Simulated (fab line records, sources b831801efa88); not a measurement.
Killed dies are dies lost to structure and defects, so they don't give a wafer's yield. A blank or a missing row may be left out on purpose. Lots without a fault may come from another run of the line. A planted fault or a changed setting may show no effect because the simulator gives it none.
fab line records | flow gf180mcu
record lots=5 wafers=15 last_day=32
route steps=602 shown V2@388 M3@409
lots that met no fault: from a run of the same line without faults
start_h: hours from the record's first day to the start of the lot's first wafer shown | wait_h: hours since the lot's step before | " the same as in the row above | L1.1+2: a row that stands for several wafers | - no value, or no start given | * or withheld: withheld | < > ~ a bound
route shown NAME@n: a module of which the file shows steps, and the number in the route of the first | usual: mean/standard deviation of fault-free wafers | same: alike in all rows | chamber/n: place in a boat | sites: the reading at each site | _std_site: their standard deviation | _edge_site: outer sites' mean less inner sites' | radius_mm: how far each site lies from the wafer's centre | mask NAME#n: copy n | behind: the tool/chamber that last shaped the wafer | hold: why the lot was held/for how many hours/how that ended | device: the transistor (n, p or np) that didn't switch | end of line: the same wafers' tests at the end of the route | a step without rows: its recipe alone | killed: dies lost to structure and defects at the first sort, not the wafer's yield | map: a wafer's dies, x killed, . not, _ none there
set.NAME: the setting as run; set.NAME@STEP: as run at that earlier step | model.NAME: the simulator's own value behind a step, which no gauge read
lots at some steps of the route; a table a step, a row a wafer
services: from which hour (start_h, from the record's first day; less than 0 if before it) a tool's chamber was out of use, for how many hours, and why
## steps
# step GF_V2_DEHYDRATE_06
# recipe temp_c=200 time_s=60
# columns lot.wafer tool chamber start_h wait_h
L078.1+2+5 litho_track-03 0 487.83 11.3
L080.1+5+6 litho_track-04 0 502.68 10.8
L083.2+3+6 litho_track-04 0 534.21 10.3
L087.3+5+6 litho_track-02 0 565.47 10.4
L088.1+4+6 litho_track-04 0 581.33 10.0
# step GF_V2_HMDS_07
# recipe prime_time_s=60 prime_temp_c=120
# columns lot.wafer tool chamber start_h wait_h
L078.1+2+5 litho_track-03 0 487.98 0.1
L080.1+5+6 litho_track-04 0 502.83 0.1
L083.2+3+6 litho_track-04 0 534.36 0.1
L087.3+5+6 litho_track-02 0 565.62 0.1
L088.1+4+6 litho_track-04 0 581.48 0.1
# step GF_V2_COAT_08
# recipe resist=BARC temp_c=withheld time_s=withheld spin_rpm=withheld resist_thk_nm=withheld
# columns lot.wafer tool chamber start_h wait_h
L078.1+2+5 litho_track-03 0 488.13 0.1
L080.1+5+6 litho_track-04 0 502.98 0.1
L083.2+3+6 litho_track-04 0 534.51 0.1
L087.3+5+6 litho_track-02 0 565.77 0.1
L088.1+4+6 litho_track-04 0 581.63 0.1
# step GF_V2_COAT_09
# recipe resist=KrF spin_rpm=withheld resist_thk_nm=1000
# columns lot.wafer tool chamber start_h wait_h
L078.1+2+5 litho_track-03 0 - -
L080.1+5+6 litho_track-04 0 - -
L083.2+3+6 litho_track-04 0 - -
L087.3+5+6 litho_track-02 0 - -
L088.1+4+6 litho_track-04 0 - -
# step GF_V2_SOFTBAKE_10
# recipe temp_c=130 time_s=60 resist=KrF
# columns lot.wafer tool chamber start_h wait_h
L078.1+2+5 litho_track-03 0 - -
L080.1+5+6 litho_track-04 0 - -
L083.2+3+6 litho_track-04 0 - -
L087.3+5+6 litho_track-02 0 - -
L088.1+4+6 litho_track-04 0 - -
# step GF_V2_EXPOSE_11
# recipe mask_id=Via2 target_cd_nm=260 na=0.68 source_shape=conventional sigma_outer=0.6 dose_mj=38
# columns lot.wafer tool chamber start_h wait_h mask
L078.1+2+5 krf_scanner-01 0 - - Via2#0
L080.1+5+6 krf_scanner-01 0 - - Via2#0
L083.2+3+6 krf_scanner-02 0 - - Via2#0
L087.3+5+6 krf_scanner-02 0 - - Via2#0
L088.1+4+6 krf_scanner-02 0 - - Via2#0
# step GF_V2_PEB_12
# recipe peb_temp_c=135 peb_time_s=90 resist=KrF
# columns lot.wafer tool chamber start_h wait_h
L078.1+2+5 litho_track-03 0 - -
L080.1+5+6 litho_track-04 0 - -
L083.2+3+6 litho_track-03 0 - -
L087.3+5+6 litho_track-02 0 - -
L088.1+4+6 litho_track-03 0 - -
# step GF_V2_DEVELOP_13
# recipe develop_time_s=60 resist=KrF dev_temp_c=21
# columns lot.wafer tool chamber start_h wait_h
L078.1+2+5 litho_track-03 0 500.43 0.2
L080.1+5+6 litho_track-04 0 515.13 0.2
L083.2+3+6 litho_track-03 0 546.36 0.2
L087.3+5+6 litho_track-02 0 576.92 0.1
L088.1+4+6 litho_track-03 0 592.48 0.2
# step GF_V2_CD_MEAS_14
# recipe target_cd_nm=260
# usual cd_nm=259.8/1.3
# columns lot.wafer tool chamber start_h wait_h cd_nm
L078.1 cd_sem-02 - 500.58 0.1 259.4
L078.2 " - " " 260.3
L078.5 " - " " 258.4
L080.1 cd_sem-01 - 515.28 0.1 258.9
L080.5 " - " " 259.3
L080.6 " - " " 259.1
L083.2 cd_sem-01 - 546.50 0.1 257.2
L083.3 " - " " 257.7
L083.6 " - " " 259.1
L087.3 cd_sem-01 - 577.06 0.1 259.3
L087.5 " - " " 260.2
L087.6 " - " " 259.8
L088.1 cd_sem-01 - 592.63 0.1 261.1
L088.4 " - " " 260.5
L088.6 " - " " 260.7
# step GF_V2_OVL_MEAS_15
# usual V2_OVL=-2/5
# columns lot.wafer tool chamber start_h wait_h V2_OVL[nm]
L078.1 overlay-01 - 500.70 0.1 -9
L078.2 " - " " -4
L078.5 " - " " -5
L080.1 overlay-01 - 515.40 0.1 2
L080.5 " - " " -3
L080.6 " - " " 0
L083.2 overlay-02 - 546.61 0.1 -3
L083.3 " - " " -5
L083.6 " - " " -13
L087.3 overlay-01 - 577.15 0.1 -3
L087.5 " - " " 1
L087.6 " - " " 1
L088.1 overlay-01 - 592.75 0.1 -2
L088.4 " - " " -1
L088.6 " - " " 2
# step GF_V2_ETCH_16
# recipe chemistry=N2/H2 target_depth_a=withheld overetch_a=withheld time_s=withheld target=BARC ion_energy_ev=200 source_w=500 bias_w=100 pressure_mtorr=30 n2_flow_sccm=100 h2_flow_sccm=200
# usual chamber_pressure_mTorr=30.01/0.051 drypump_motor_current_A=5.7/0.39 oes_product_au=0.854/0.0048 throttle_valve_pct=13.224/0.0093
# columns lot.wafer tool chamber start_h wait_h chamber_pressure_mTorr drypump_motor_current_A oes_product_au throttle_valve_pct
L078.1 rie_diel-03 1 500.74 0.0 29.98 5.5 0.851 13.236
L078.2 " 0 " " 30.51 5.9 0.852 13.213
L078.5 " 1 " " 30.00 5.5 0.855 13.220
L080.1 rie_diel-03 3 515.44 0.0 29.98 5.5 0.847 13.229
L080.5 " 0 " " 30.03 5.8 0.853 13.232
L080.6 " 1 " " 29.96 5.5 0.845 13.225
L083.2 rie_diel-01 2 546.64 0.0 29.95 5.9 0.856 13.236
L083.3 " 1 " " 30.01 5.5 0.859 13.217
L083.6 " 3 " " 29.97 5.5 0.855 13.208
L087.3 rie_diel-04 2 577.17 0.0 30.01 5.9 0.852 13.238
L087.5 " 1 " " 30.06 5.9 0.856 13.223
L087.6 " 0 " " 29.94 6.4 0.847 13.220
L088.1 rie_diel-03 3 592.79 0.0 29.97 5.5 0.852 13.223
L088.4 " 2 " " 29.97 5.9 0.851 13.227
L088.6 " 3 " " 29.98 5.5 0.852 13.232
# step GF_V2_ETCH_17
# recipe chemistry=C4F8/O2/Ar mask_material=KrF target=SiO2 stop_on=TiN source_w=1500 bias_w=1200 pressure_mtorr=40 c4f8_flow_sccm=withheld O2_flow_sccm=6 Ar_flow_sccm=300 time_s=withheld target_depth_a=6300
# usual chamber_pressure_mTorr=40.00/0.033 oes_product_au=0.856/0.0044
# columns lot.wafer tool chamber start_h wait_h chamber_pressure_mTorr oes_product_au
L078.1 rie_diel-03 1 - - 40.05 0.859
L078.2 " 0 " " 40.01 0.858
L078.5 " 1 " " 40.00 0.868
L080.1 rie_diel-03 3 - - 40.01 0.855
L080.5 " 0 " " 39.98 0.852
L080.6 " 1 " " 40.01 0.855
L083.2 rie_diel-01 2 - - 40.01 0.852
L083.3 " 1 " " 40.04 0.857
L083.6 " 3 " " 39.97 0.858
L087.3 rie_diel-04 2 - - 39.99 0.861
L087.5 " 1 " " 39.99 0.850
L087.6 " 0 " " 40.04 0.853
L088.1 rie_diel-03 3 - - 40.02 0.853
L088.4 " 2 " " 39.99 0.854
L088.6 " 3 " " 39.94 0.864
# step GF_V2_STRIP_18
# recipe chemistry=O2/N2 power_w=1400 pressure_mtorr=1500 platen_temp_c=250 o2_flow_sccm=3000 n2_flow_sccm=300 overash_fraction=0.5
# usual chamber_pressure_mTorr=1499.9/1.5 drypump_motor_current_A=5.9/0.37 heater_power_w=365/49 o2_flow_sccm=3000/9.4 oes_product_au=0.592/0.0047
# columns lot.wafer tool chamber start_h wait_h chamber_pressure_mTorr drypump_motor_current_A heater_power_w o2_flow_sccm oes_product_au rf_hours_counter_h
L078.1 plasma_asher-04 1 500.87 - 1500.0 5.7 380 3009 0.595 89
L078.2 " 0 " " 1502.2 5.2 413 2988 0.593 89
L078.5 " 1 " " 1499.2 5.7 383 3012 0.589 -
L080.1 plasma_asher-01 0 515.57 - 1498.9 6.3 298 3019 0.591 9
L080.5 " 1 " " 1500.0 6.1 411 2997 0.595 -
L080.6 " 0 " " 1499.7 6.3 307 3004 0.590 -
L083.2 plasma_asher-01 0 546.77 - 1499.5 6.3 308 2994 0.591 12
L083.3 " 1 " " 1500.6 6.1 423 3011 0.600 -
L083.6 " 1 " " 1498.1 6.1 417 3004 0.599 -
L087.3 plasma_asher-04 0 577.34 - 1498.6 5.2 409 2982 0.595 -
L087.5 " 1 " " 1498.9 5.7 376 3005 0.590 -
L087.6 " 0 " " 1498.1 5.2 410 2985 0.590 -
L088.1 plasma_asher-04 0 592.92 - 1497.3 5.2 422 2998 0.594 99
L088.4 " 0 " " 1497.8 5.2 405 3002 0.593 -
L088.6 " 1 " " 1500.1 5.7 386 3000 0.595 -
# step GF_V2_STRIP_19
# recipe chemistry=post_etch_residue_remover time_s=1200 temp_c=72.5
# columns lot.wafer tool chamber start_h wait_h
L078.1+2+5 wet_bench-01 3 500.97 0.1
L080.1+5+6 wet_bench-01 0 515.67 0.1
L083.2+3+6 wet_bench-01 2 546.87 0.1
L087.3+5+6 wet_bench-02 3 577.40 0.0
L088.1+4+6 wet_bench-02 3 593.02 0.1
# step GF_V2_CLEAN_20
# recipe chemistry=DIW dry=n2_spin
# columns lot.wafer tool chamber start_h wait_h
L078.1+2+5 wet_bench-03 1 501.31 0.0
L080.1+5+6 wet_bench-02 0 516.01 0.0
L083.2+3+6 wet_bench-02 2 547.21 0.0
L087.3+5+6 wet_bench-03 2 577.74 0.0
L088.1+4+6 wet_bench-03 2 593.36 0.0
# step GF_V2_SPUTTER_21
# recipe material=Ti target_thk_nm=15 chamber_pressure_pa=5 power_w=2500 substrate_temp_c=200 time_s=80.02
# usual throttle_valve_pct=30.1/0.78
# columns lot.wafer tool chamber start_h wait_h throttle_valve_pct
L078.1 pvd_sputter-02 - 501.43 0.0 29.6
L078.2 " - " " 29.0
L078.5 " - " " 29.2
L080.1 pvd_sputter-01 - 516.10 0.0 31.0
L080.5 " - " " 29.2
L080.6 " - " " 31.1
L083.2 pvd_sputter-02 - 547.30 0.0 28.8
L083.3 " - " " 28.6
L083.6 " - " " 28.8
L087.3 pvd_sputter-02 - 577.84 0.0 29.1
L087.5 " - " " 29.8
L087.6 " - " " 29.1
L088.1 pvd_sputter-04 - 593.46 0.0 30.1
L088.4 " - " " 30.3
L088.6 " - " " 30.5
# step GF_V2_SPUTTER_22
# recipe material=TiN target_thk_nm=10 chamber_pressure_pa=5 power_w=4000 time_s=40
# usual throttle_valve_pct=30.1/0.81
# columns lot.wafer tool chamber start_h wait_h throttle_valve_pct
L078.1 pvd_sputter-02 - 501.49 0.0 29.6
L078.2 " - " " 29.3
L078.5 " - " " 28.9
L080.1 pvd_sputter-01 - 516.16 0.0 31.3
L080.5 " - " " 29.1
L080.6 " - " " 31.1
L083.2 pvd_sputter-02 - 547.36 0.0 29.1
L083.3 " - " " 28.7
L083.6 " - " " 28.8
L087.3 pvd_sputter-02 - 577.90 0.0 29.0
L087.5 " - " " 29.5
L087.6 " - " " 28.7
L088.1 pvd_sputter-04 - 593.52 0.0 30.0
L088.4 " - " " 30.4
L088.6 " - " " 30.8
# step GF_V2_CVD_23
# recipe material=W target_thk_nm=350 time_s=104.94 temp_c=400 pressure_torr=40
# usual heater_power_w=850/97
# columns lot.wafer tool chamber start_h wait_h heater_power_w
L078.1 cvd_w-02 1 501.53 0.0 1008
L078.2 " 0 " " 730
L078.5 " 1 " " 1008
L080.1 cvd_w-01 0 516.20 0.0 844
L080.5 " 0 " " 831
L080.6 " 1 " " 823
L083.2 cvd_w-02 0 547.40 0.0 698
L083.3 " 0 " " 713
L083.6 " 1 " " 1029
L087.3 cvd_w-01 0 577.97 0.1 880
L087.5 " 1 " " 822
L087.6 " 0 " " 860
L088.1 cvd_w-02 1 593.56 0.0 1012
L088.4 " 0 " " 737
L088.6 " 0 " " 723
# step GF_V2_RS_MEAS_24
# recipe thk_meas_gauge=four-point-probe reads=W_of_V2_CVD_23+TiN_of_V2_SPUTTER_22+Ti_of_V2_SPUTTER_21
# usual V2_W_RS=0.326/0.0039
# columns lot.wafer tool chamber start_h wait_h V2_W_RS[ohm/sq]
L078.1 film_metro-01 - 501.64 0.1 0.325
L078.2 " - " " 0.325
L078.5 " - " " 0.327
L080.1 film_metro-03 - 516.31 0.1 0.325
L080.5 " - " " 0.323
L080.6 " - " " 0.325
L083.2 film_metro-03 - 547.53 0.1 0.330
L083.3 " - " " 0.333
L083.6 " - " " 0.333
L087.3 film_metro-01 - 578.09 0.1 0.333
L087.5 " - " " 0.330
L087.6 " - " " 0.331
L088.1 film_metro-03 - 593.67 0.1 0.330
L088.4 " - " " 0.329
L088.6 " - " " 0.322
# step GF_V2_THK_MEAS_25
# recipe thk_meas_gauge=xrf reads=W_of_V2_CVD_23
# usual V2_W_THK=354/6.1
# columns lot.wafer tool chamber start_h wait_h V2_W_THK[nm]
L078.1 film_metro-01 - 501.76 0.1 357
L078.2 " - " " 357
L078.5 " - " " 352
L080.1 film_metro-03 - 516.43 0.1 358
L080.5 " - " " 361
L080.6 " - " " 359
L083.2 film_metro-03 - 547.64 0.1 357
L083.3 " - " " 354
L083.6 " - " " 352
L087.3 film_metro-01 - 578.19 0.1 347
L087.5 " - " " 350
L087.6 " - " " 350
L088.1 film_metro-03 - 593.79 0.1 352
L088.4 " - " " 350
L088.6 " - " " 363
# step GF_V2_CMP_26
# recipe stop_on=SiO2 down_force_psi=3.5 platen_rpm=60 t_overpolish_s=15 target_thk_nm=0 pad_velocity_m_s=0.94248
# usual motor_current_A=10.9/1.5 overpolish_run_s=15.001/0.01 time_to_endpoint_s=87/4.4
# columns lot.wafer tool chamber start_h wait_h motor_current_A overpolish_run_s time_to_endpoint_s
L078.2 cmp-02 1 501.87 0.1 10.5 15.018 83
L078.1 " 3 " " 8.5 14.994 86
L078.5 " 1 " " 10.9 15.004 83
L080.1 cmp-01 2 516.64 0.2 12.5 14.988 86
L080.6 " 3 " " 12.4 15.009 92
L080.5 " 0 " " 10.2 15.016 90
L083.3 cmp-02 1 547.69 0.0 11.0 14.990 83
L083.2 " 3 " " 8.3 15.001 81
L083.6 " 2 " " 12.8 15.008 83
L087.3 cmp-01 0 578.23 0.0 9.9 14.984 84
L087.5 " 0 " " 10.1 15.009 86
L087.6 " 1 " " 9.8 15.000 87
L088.1 cmp-02 1 593.90 0.1 11.3 14.996 81
L088.4 " 2 " " 13.1 14.997 82
L088.6 " 1 " " 11.0 14.983 89
# step GF_M3_SPUTTER_00
# recipe material=Ti target_thk_nm=37.5 arriving_ion_energy_ev=80 substrate_temp_c=200 chamber_pressure_pa=2 power_w=4000 time_s=150
# usual throttle_valve_pct=30.0/0.74
# columns lot.wafer tool chamber start_h wait_h throttle_valve_pct
L078.1 pvd_sputter-03 - 502.12 0.1 29.7
L078.2 " - " " 30.9
L078.5 " - " " 30.9
L080.1 pvd_sputter-02 - 516.79 0.1 31.5
L080.5 " - " " 28.7
L080.6 " - " " 29.5
L083.2 pvd_sputter-04 - 547.99 0.1 30.4
L083.3 " - " " 30.4
L083.6 " - " " 30.0
L087.3 pvd_sputter-03 - 578.53 0.2 30.3
L087.5 " - " " 29.4
L087.6 " - " " 29.6
L088.1 pvd_sputter-02 - 594.15 0.2 29.0
L088.4 " - " " 29.7
L088.6 " - " " 31.4
# step GF_M3_SPUTTER_01
# recipe material=TiN target_thk_nm=30 power_w=6500 time_s=25 chamber_pressure_pa=0.4
# usual throttle_valve_pct=30.0/0.74
# columns lot.wafer tool chamber start_h wait_h throttle_valve_pct
L078.1 pvd_sputter-03 - 502.23 0.1 29.6
L078.2 " - " " 31.0
L078.5 " - " " 30.8
L080.1 pvd_sputter-02 - 516.89 0.1 31.7
L080.5 " - " " 28.7
L080.6 " - " " 29.5
L083.2 pvd_sputter-04 - 548.09 0.1 30.8
L083.3 " - " " 30.2
L083.6 " - " " 29.9
L087.3 pvd_sputter-03 - 578.63 0.1 30.4
L087.5 " - " " 29.3
L087.6 " - " " 29.8
L088.1 pvd_sputter-02 - 594.25 0.1 29.2
L088.4 " - " " 29.6
L088.6 " - " " 31.3
# step GF_M3_SPUTTER_02
# recipe material=AlCu target_thk_nm=450 power_w=10600 time_s=23.9 chamber_pressure_pa=0.4
# usual throttle_valve_pct=30.0/0.74
# columns lot.wafer tool chamber start_h wait_h throttle_valve_pct
L078.1 pvd_sputter-03 - 502.26 0.0 29.3
L078.2 " - " " 30.8
L078.5 " - " " 30.5
L080.1 pvd_sputter-02 - 516.92 0.0 31.1
L080.5 " - " " 28.8
L080.6 " - " " 29.7
L083.2 pvd_sputter-04 - 548.13 0.0 30.8
L083.3 " - " " 30.2
L083.6 " - " " 30.1
L087.3 pvd_sputter-03 - 578.66 0.0 30.2
L087.5 " - " " 29.3
L087.6 " - " " 29.4
L088.1 pvd_sputter-02 - 594.28 0.0 29.0
L088.4 " - " " 29.5
L088.6 " - " " 31.6
# step GF_M3_SPUTTER_03
# recipe material=Ti target_thk_nm=10 substrate_temp_c=300 chamber_pressure_pa=0.3 power_w=3000 time_s=6.7
# usual throttle_valve_pct=30.0/0.73
# columns lot.wafer tool chamber start_h wait_h throttle_valve_pct
L078.1 pvd_sputter-03 - 502.30 0.0 29.6
L078.2 " - " " 30.8
L078.5 " - " " 30.9
L080.1 pvd_sputter-02 - 516.95 0.0 31.3
L080.5 " - " " 29.0
L080.6 " - " " 29.5
L083.2 pvd_sputter-04 - 548.16 0.0 30.7
L083.3 " - " " 30.6
L083.6 " - " " 30.1
L087.3 pvd_sputter-03 - 578.69 0.0 30.1
L087.5 " - " " 29.6
L087.6 " - " " 29.4
L088.1 pvd_sputter-02 - 594.31 0.0 29.1
L088.4 " - " " 29.5
L088.6 " - " " 31.5
# step GF_M3_SPUTTER_04
# recipe material=TiN target_thk_nm=50 power_w=6500 time_s=41.7 chamber_pressure_pa=0.4
# usual throttle_valve_pct=30.0/0.75
# columns lot.wafer tool chamber start_h wait_h throttle_valve_pct
L078.1 pvd_sputter-03 - 502.32 0.0 29.6
L078.2 " - " " 30.7
L078.5 " - " " 30.7
L080.1 pvd_sputter-02 - 516.97 0.0 31.5
L080.5 " - " " 28.7
L080.6 " - " " 29.6
L083.2 pvd_sputter-04 - 548.18 0.0 30.6
L083.3 " - " " 30.2
L083.6 " - " " 30.1
L087.3 pvd_sputter-03 - 578.71 0.0 30.1
L087.5 " - " " 29.1
L087.6 " - " " 29.6
L088.1 pvd_sputter-02 - 594.33 0.0 28.9
L088.4 " - " " 29.6
L088.6 " - " " 31.4
# step GF_M3_RS_MEAS_05
# recipe thk_meas_gauge=four-point-probe reads=TiN_of_M3_SPUTTER_04+Ti_of_M3_SPUTTER_03+AlCu_of_M3_SPUTTER_02+TiN_of_M3_SPUTTER_01+Ti_of_M3_SPUTTER_00
# usual M3_ALCU_RS=0.0696/0.00069
# columns lot.wafer tool chamber start_h wait_h M3_ALCU_RS[ohm/sq]
L078.1 film_metro-04 - 502.36 0.0 0.0700
L078.2 " - " " 0.0688
L078.5 " - " " 0.0689
L080.1 film_metro-01 - 517.01 0.0 0.0695
L080.5 " - " " 0.0698
L080.6 " - " " 0.0691
L083.2 film_metro-03 - 548.24 0.0 0.0703
L083.3 " - " " 0.0701
L083.6 " - " " 0.0710
L087.3 film_metro-04 - 578.79 0.1 0.0691
L087.5 " - " " 0.0684
L087.6 " - " " 0.0691
L088.1 film_metro-04 - 594.37 0.0 0.0694
L088.4 " - " " 0.0691
L088.6 " - " " 0.0698
# step GF_M3_THK_MEAS_06
# recipe thk_meas_gauge=xrf reads=AlCu_of_M3_SPUTTER_02
# usual M3_ALCU_THK=459/5.3
# columns lot.wafer tool chamber start_h wait_h M3_ALCU_THK[nm]
L078.1 film_metro-04 - 502.48 0.1 457
L078.2 " - " " 466
L078.5 " - " " 466
L080.1 film_metro-01 - 517.13 0.1 457
L080.5 " - " " 456
L080.6 " - " " 458
L083.2 film_metro-03 - 548.35 0.1 453
L083.3 " - " " 456
L083.6 " - " " 449
L087.3 film_metro-04 - 578.89 0.1 464
L087.5 " - " " 470
L087.6 " - " " 463
L088.1 film_metro-04 - 594.49 0.1 461
L088.4 " - " " 463
L088.6 " - " " 456
# step GF_M3_DEHYDRATE_07
# recipe temp_c=200 time_s=60
# columns lot.wafer tool chamber start_h wait_h
L078.1+2+5 litho_track-02 0 513.47 11.0
L080.1+5+6 litho_track-04 0 527.93 10.8
L083.2+3+6 litho_track-01 0 558.80 10.4
L087.3+5+6 litho_track-01 0 588.67 9.8
L088.1+4+6 litho_track-01 0 604.32 9.8
# step GF_M3_HMDS_08
# recipe prime_time_s=60 prime_temp_c=120
# columns lot.wafer tool chamber start_h wait_h
L078.1+2+5 litho_track-02 0 513.62 0.1
L080.1+5+6 litho_track-04 0 528.08 0.1
L083.2+3+6 litho_track-01 0 558.95 0.1
L087.3+5+6 litho_track-01 0 588.82 0.1
L088.1+4+6 litho_track-01 0 604.47 0.1
# step GF_M3_COAT_09
# recipe resist=KrF spin_rpm=withheld resist_thk_nm=1000
# columns lot.wafer tool chamber start_h wait_h
L078.1+2+5 litho_track-02 0 513.77 0.1
L080.1+5+6 litho_track-04 0 528.23 0.1
L083.2+3+6 litho_track-01 0 559.10 0.1
L087.3+5+6 litho_track-01 0 588.97 0.1
L088.1+4+6 litho_track-01 0 604.62 0.1
# step GF_M3_SOFTBAKE_10
# recipe temp_c=130 time_s=60 resist=KrF
# columns lot.wafer tool chamber start_h wait_h
L078.1+2+5 litho_track-02 0 513.92 0.1
L080.1+5+6 litho_track-04 0 528.38 0.1
L083.2+3+6 litho_track-01 0 559.25 0.1
L087.3+5+6 litho_track-01 0 589.12 0.1
L088.1+4+6 litho_track-01 0 604.77 0.1
# step GF_M3_EXPOSE_11
# recipe mask_id=Metal3 target_cd_nm=280 na=0.68 source_shape=conventional sigma_outer=0.6 dose_mj=28
# columns lot.wafer tool chamber start_h wait_h mask
L078.1+2+5 krf_scanner-01 0 - - Metal3#0
L080.1+5+6 krf_scanner-01 0 - - Metal3#0
L083.2+3+6 krf_scanner-02 0 - - Metal3#0
L087.3+5+6 krf_scanner-01 0 - - Metal3#0
L088.1+4+6 krf_scanner-02 0 - - Metal3#0
# step GF_M3_PEB_12
# recipe peb_temp_c=135 peb_time_s=90 resist=KrF
# columns lot.wafer tool chamber start_h wait_h
L078.1+2+5 litho_track-02 0 - -
L080.1+5+6 litho_track-01 0 - -
L083.2+3+6 litho_track-01 0 - -
L087.3+5+6 litho_track-04 0 - -
L088.1+4+6 litho_track-02 0 - -
# step GF_M3_DEVELOP_13
# recipe develop_time_s=60 dev_temp_c=21
# columns lot.wafer tool chamber start_h wait_h
L078.1+2+5 litho_track-02 0 525.52 0.2
L080.1+5+6 litho_track-01 0 539.57 0.2
L083.2+3+6 litho_track-01 0 570.35 0.2
L087.3+5+6 litho_track-04 0 599.18 0.1
L088.1+4+6 litho_track-02 0 614.72 0.2
# step GF_M3_CD_MEAS_14
# recipe target_cd_nm=280
# usual cd_nm=280.0/1.1
# columns lot.wafer tool chamber start_h wait_h cd_nm
L078.1 cd_sem-02 - 525.67 0.1 281.3
L078.2 " - " " 280.3
L078.5 " - " " 280.6
L080.1 cd_sem-02 - 539.72 0.1 280.2
L080.5 " - " " 281.2
L080.6 " - " " 280.6
L083.2 cd_sem-02 - 570.49 0.1 280.7
L083.3 " - " " 281.5
L083.6 " - " " 280.2
L087.3 cd_sem-02 - 599.32 0.1 281.1
L087.5 " - " " 281.0
L087.6 " - " " 280.7
L088.1 cd_sem-01 - 614.87 0.1 279.2
L088.4 " - " " 279.0
L088.6 " - " " 279.2
# step GF_M3_OVL_MEAS_15
# usual M3_OVL=-2/5.2
# columns lot.wafer tool chamber start_h wait_h M3_OVL[nm]
L078.1 overlay-02 - 525.79 0.1 2
L078.2 " - " " 3
L078.5 " - " " 6
L080.1 overlay-02 - 539.84 0.1 5
L080.5 " - " " 2
L080.6 " - " " 1
L083.2 overlay-02 - 570.60 0.1 -2
L083.3 " - " " 0
L083.6 " - " " -1
L087.3 overlay-01 - 599.41 0.1 -7
L087.5 " - " " -3
L087.6 " - " " -2
L088.1 overlay-02 - 614.99 0.1 3
L088.4 " - " " -6
L088.6 " - " " 0
# step GF_M3_METAL_ETCH_16
# recipe chemistry=Cl2/BCl3 mask_material=KrF target_depth_nm=627.5 stop_on=SiO2 pressure_mtorr=8 icp_w=800 bias_w=140 Cl2_flow_sccm=80 bcl3_flow_sccm=40 time_s=104.6
# usual chamber_pressure_mTorr=7.999/0.0071 drypump_motor_current_A=5.6/0.37 mfc_cl2_sccm=80.03/0.26 oes_product_au=0.972/0.0062 throttle_valve_pct=28.250/0.01
# columns lot.wafer tool chamber start_h wait_h chamber_pressure_mTorr drypump_motor_current_A mfc_cl2_sccm oes_product_au rf_hours_counter_h throttle_valve_pct
L078.1 rie_metal-03 1 525.82 0.0 8.010 5.6 80.28 0.969 6.4 28.262
L078.2 " 0 " " 7.997 6.1 79.75 0.969 0.3 28.256
L078.5 " 1 " " 7.987 5.6 80.00 0.986 - 28.247
L080.1 rie_metal-02 0 539.88 0.0 8.022 5.9 79.88 0.972 1.9 28.253
L080.5 " 1 " " 7.999 5.1 79.92 0.966 - 28.242
L080.6 " 0 " " 8.001 5.9 80.00 0.970 - 28.241
L083.2 rie_metal-03 1 570.63 0.0 7.988 5.7 80.30 0.959 7.4 28.253
L083.3 " 1 " " 7.984 5.6 79.95 0.969 - 28.238
L083.6 " 0 " " 7.997 6.1 80.17 0.964 - 28.273
L087.3 rie_metal-01 0 599.51 0.1 8.001 5.3 79.77 0.979 - 28.248
L087.5 " 0 " " 8.007 5.3 79.69 0.969 - 28.256
L087.6 " 0 " " 8.003 5.3 79.79 0.977 - 28.241
L088.1 rie_metal-02 1 615.02 0.0 8.004 5.1 80.24 0.975 3.7 28.255
L088.4 " 1 " " 8.002 5.1 80.25 0.973 - 28.256
L088.6 " 1 " " 7.998 5.1 80.09 0.974 - 28.249
# step GF_M3_STRIP_17
# recipe chemistry=O2/N2 power_w=1400 pressure_mtorr=1500 platen_temp_c=250 o2_flow_sccm=3000 n2_flow_sccm=300 overash_fraction=0.5
# usual chamber_pressure_mTorr=1500.2/1.4 drypump_motor_current_A=5.8/0.39 heater_power_w=342/34 o2_flow_sccm=3001/9.3 oes_product_au=0.558/0.0046 strip_time_to_endpoint_s=7.87/0.034
# columns lot.wafer tool chamber start_h wait_h chamber_pressure_mTorr drypump_motor_current_A heater_power_w o2_flow_sccm oes_product_au rf_hours_counter_h strip_time_to_endpoint_s
L078.1 plasma_asher-02 0 525.94 0.1 1501.5 5.6 313 3002 0.551 81 7.81
L078.2 " 1 " " 1500.5 6.0 353 2997 0.556 81 7.94
L078.5 " 0 " " 1502.2 5.6 317 3013 0.558 - 7.88
L080.1 plasma_asher-03 0 539.99 0.1 1501.6 6.4 356 2990 0.552 45 7.81
L080.5 " 0 " " 1500.1 6.4 351 3000 0.560 - 7.78
L080.6 " 1 " " 1502.4 5.6 311 2997 0.560 - 7.86
L083.2 plasma_asher-02 0 570.74 0.1 1501.4 5.6 322 3010 0.565 86 7.88
L083.3 " 1 " " 1501.0 6.0 356 2994 0.552 - 7.86
L083.6 " 1 " " 1500.7 6.0 351 3010 0.561 - 7.89
L087.3 plasma_asher-02 1 599.70 0.1 1500.7 6.0 351 3005 0.565 - 7.88
L087.5 " 0 " " 1499.7 5.6 313 3002 0.559 - 7.88
L087.6 " 1 " " 1499.2 6.0 352 2996 0.562 - 7.88
L088.1 plasma_asher-03 1 615.14 0.1 1501.5 5.6 304 3002 0.564 51 7.88
L088.4 " 0 " " 1501.4 6.4 363 2992 0.558 - 7.92
L088.6 " 0 " " 1499.0 6.4 359 3002 0.559 - 7.89
# step GF_M3_STRIP_18
# recipe chemistry=post_etch_residue_remover time_s=1200 temp_c=72.5
# columns lot.wafer tool chamber start_h wait_h
L078.1+2+5 wet_bench-04 1 526.04 0.1
L080.1+5+6 wet_bench-04 1 540.09 0.1
L083.2+3+6 wet_bench-02 3 570.84 0.1
L087.3+5+6 wet_bench-01 1 599.76 0.0
L088.1+4+6 wet_bench-01 2 615.24 0.1
## services
# columns tool chamber start_h hours kind
rie_diel-04 1 465.66 10.1 repair
cvd_w-02 0 466.40 4.1 repair
krf_scanner-01 - 470.24 1.3 pm
krf_scanner-02 - 503.46 3.6 pm
krf_scanner-01 - 507.02 1.0 pm
krf_scanner-02 - 508.02 21.0 pm
rie_diel-03 0 508.05 3.4 repair
wet_bench-03 - 515.95 3.8 repair
pvd_sputter-03 - 516.22 4.9 repair
krf_scanner-02 - 529.02 0.8 pm
krf_scanner-02 - 548.49 1.0 pm
cmp-02 - 558.85 7.6 repair
krf_scanner-02 - 570.57 0.6 repair
pvd_sputter-02 - 572.08 3.3 repair
cmp-02 - 576.88 4.0 pm
cvd_w-02 - 579.13 0.5 repair
plasma_asher-02 - 588.20 5.2 repair
pvd_sputter-02 - 589.13 4.5 repair
rie_diel-03 - 596.24 0.4 repair
plasma_asher-04 - 599.27 4.2 repair
pvd_sputter-04 - 599.92 4.5 repair
rie_diel-03 0 608.95 3.8 repair
pvd_sputter-02 - 610.90 6.0 repair
cmp-02 - 614.46 3.8 pm
## key
fault none
